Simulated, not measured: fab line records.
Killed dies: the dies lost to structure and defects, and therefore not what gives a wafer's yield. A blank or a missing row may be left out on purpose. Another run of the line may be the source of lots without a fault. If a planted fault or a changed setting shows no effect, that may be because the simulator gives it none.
Problem report in the 8D (eight disciplines) form, filled by code ; flow gf180mcu ; the parts of the form that need people (team, actions taken, sign-off) are left out

1. WHAT IS WRONG
Across 6 wafers from 2 lots, HV_LDD_4_TW at GF_HV_LDD_TW_MEAS_50 averages 537.1, while fault-free wafers read 573.6 with a standard deviation of 2.8. Relative to the usual mean, that is a shift of -13 standard deviations.
Seen first at day 17 09:28 on film-metro-03, wafer L908.1. Wafers with a number at this step in the record: 42, from 14 lots. Rule for "out", or "out of limits": more than 4 standard deviations from the usual mean. Any other wafer with a number is counted as sound.

2. WHAT THIS IS AND IS NOT
question;is;is not
which readings at this step;HV_LDD_4_TW;-
which lots;L908, L911;L893, L895, L896, L897, L898, L899, L900, L902, L903, L905, L910, L916
which wafers of those lots;all that have a number;-
read on which gauges;film-metro-03, film-metro-04;film-metro-01
when;from day 17 09:28;"up to then (30 sound wafers); but 6 sound wafers of L910, L916 came after"

3. SUSPECTS, AND WHAT RULES EACH OUT
Counting: a tool at a process step up to the reading stays a suspect if it ran every lot that is out and no sound lot after the first of them.
- the gauge at GF_HV_LDD_TW_MEAS_50 is ruled out. Those wafers that are out were read across 2 gauges (film-metro-03, film-metro-04).
- implanter-03 at GF_HV_LDD_IMPLANT_48: kept. It processed each lot that is out, first L908 at day 17 09:13, and no sound lot thereafter; up to then, the last sound lot it processed was L898 at day 14 00:23. Its own beam-on-s, faraday-current-uA readings are out on those wafers.
The count leaves implanter-03 at GF_HV_LDD_IMPLANT_48.

4. THE CAUSE (what the simulator had put in)
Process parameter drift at GF_HV_LDD_IMPLANT_48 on implanter-03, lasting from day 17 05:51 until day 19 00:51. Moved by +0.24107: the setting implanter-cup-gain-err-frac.
This tool alone remained once counting was done.

5. THE CHAIN OF EFFECTS, in route order
Rows list readings where the struck wafers' mean (over those with a number) sits beyond 3 standard deviations from the usual. Only readings for which the record gives a usual standard deviation are gone through. hours: the time from each lot's start at the first step in this table that gives one to its start at this step, as a median over the lots. sigmas: the change in usual standard deviations.
hours;step;reading;usual;on struck wafers;change;sigmas
0;GF_HV_LDD_IMPLANT_48;beam-on-s;9.98 s;8.03;-1.95;-9.3
0;GF_HV_LDD_IMPLANT_48;faraday-current-uA;170;210;+40;+12
0;GF_HV_LDD_TW_MEAS_50;HV_LDD_4_TW;573.6;537.1;-36.5;-13
The process steps in it:
- GF_HV_LDD_IMPLANT_48
Later measuring or inspecting steps at which every struck wafer that the step has a row for has a number for every such reading, and none has moved that far: GF_PSD_OVL_MEAS_08.

6. WHAT WOULD HAVE CAUGHT IT SOONER
4 hours passed between the start of the fault at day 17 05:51 and the first reading out of limits at a measuring or inspecting step in this record, taken at day 17 09:28.
The tool's own readings at GF_HV_LDD_IMPLANT_48 were out on every struck wafer that the step has a row for (beam-on-s, faraday-current-uA): an alarm limit on them would have fired on the first of those.
Of the lots that are out (2), L911 began GF_HV_LDD_IMPLANT_48 on implanter-03 after day 17 09:28. Holding the tool at that time would have saved it.
